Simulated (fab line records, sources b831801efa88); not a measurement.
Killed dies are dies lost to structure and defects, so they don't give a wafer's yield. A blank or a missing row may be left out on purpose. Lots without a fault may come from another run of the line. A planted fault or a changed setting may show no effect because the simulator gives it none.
Chamber matching | flow gf180mcu | GF_CONTACT_CVD_02 on pecvd-02: 3 sister chambers
The step deposits SiO2 from TEOS, target thk 860 nm, time 95.992 s. 16 wafers are shown with their chamber, then 8 later ones without.

WAFERS WITH THEIR CHAMBER
wafer  | chamber | heater_power_w (W)
L744.2 | 0       | 672
L744.5 | 0       | 780
L744.6 | 1       | 710
L745.1 | 0       | 715
L745.2 | 2       | 659
L745.4 | 1       | 709
L746.1 | 2       | 706
L746.5 | 2       | 709
L746.6 | 0       | 622
L748.1 | 1       | 754
L748.3 | 2       | 704
L748.4 | 2       | 728
L756.1 | 1       | 729
L756.5 | 0       | 689
L756.6 | 1       | 805
L757.1 | 1       | 759

SIGNATURES (means of the wafers above)
reading        | chamber 0 | chamber 1 | chamber 2 | scatter within a chamber
heater_power_w | 695.60    | 744.33    | 701.20    | 41.8
Rule: a wafer's distance from a chamber is the root of the sum, over the readings, of the square of ((its reading less the chamber's mean) divided by the reading's scatter). The wafer belongs to the nearest chamber; if the next one is less than 2 further off, it can't be placed. The scatter: the root of (the sum of the squares of (reading less its chamber's mean) over the shown wafers, divided by (wafers less chambers)).

WAFERS WITHOUT THEIR CHAMBER
wafer  | heater_power_w (W)
L757.4 | 783
L757.5 | 716
L765.1 | 680
L765.2 | 745
L765.5 | 740
L766.3 | 788
L766.5 | 809
L766.6 | 636

WHICH CHAMBER EACH WENT THROUGH
wafer  | from the rows above          | in truth
L757.4 | can't be placed: 1 or 2 or 0 | 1
L757.5 | can't be placed: 2 or 0 or 1 | 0
L765.1 | can't be placed: 0 or 2 or 1 | 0
L765.2 | can't be placed: 1 or 2 or 0 | 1
L765.5 | can't be placed: 1 or 2 or 0 | 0
L766.3 | can't be placed: 1 or 2 or 0 | 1
L766.5 | can't be placed: 1 or 2 or 0 | 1
L766.6 | can't be placed: 0 or 2 or 1 | 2
Placed correctly: 0 of 8. Can't be placed from these rows: 8 (the true chamber is among the candidates in 8). Placed wrongly: 0.
